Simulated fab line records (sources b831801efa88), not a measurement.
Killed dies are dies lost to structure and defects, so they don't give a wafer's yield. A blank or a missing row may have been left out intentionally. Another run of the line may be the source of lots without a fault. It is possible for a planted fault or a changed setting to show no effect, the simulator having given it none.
Matching of chambers | flow sky130 | cmp-02 running SKY_VIA4_CMP_02: 4 sister chambers
The step polishes SiO2. 4 wafers are shown with their chamber, then 10 later ones without.

== WAFERS, EACH WITH ITS CHAMBER ==
wafer  | chamber | motor-current-A (A)
L084.3 | 0       | 10.7
L087.5 | 3       | 11.3
L086.1 | 2       | 9.8
L086.2 | 1       | 11.7

== WAFERS WITH NO CHAMBER GIVEN ==
wafer  | motor-current-A (A)
L086.6 | 10.3
L093.3 | 11.4
L093.4 | 10.9
L093.5 | 11.2
L092.1 | 10.7
L092.3 | 9.4
L092.4 | 11.9
L094.1 | 11.2
L094.2 | 10.0
L094.6 | 9.4

== CHAMBER TAKEN BY EACH ==
wafer  | from the rows above          | in truth
L086.6 | can't be placed: 0 or 2      | 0
L093.3 | can't be placed: 3 or 1      | 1
L093.4 | can't be placed: 0 or 3      | 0
L093.5 | can't be placed: 3 or 0 or 1 | 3
L092.1 | 0                            | 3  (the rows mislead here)
L092.3 | 2                            | 2
L092.4 | can't be placed: 1 or 3      | 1
L094.1 | can't be placed: 3 or 0 or 1 | 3
L094.2 | can't be placed: 2 or 0      | 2
L094.6 | 2                            | 2
Correctly placed: 2 of 10. From these rows, 7 cannot be placed; in 7 the true chamber is one of the candidates. Wrongly placed: 1.
How it was worked out, from the rows above alone: a wafer's distance from a chamber is the root of the sum, over the readings, of the square of ((its reading less the chamber's mean) divided by the reading's scatter). If the next closest chamber is less than 2 further off than the closest, the wafer can't be placed; otherwise it belongs to the closest. The mean given for a chamber averages the wafers shown for that chamber. The scatter: root of mean squared gap, hidden wafer to nearest shown wafer, with one shown wafer a chamber.
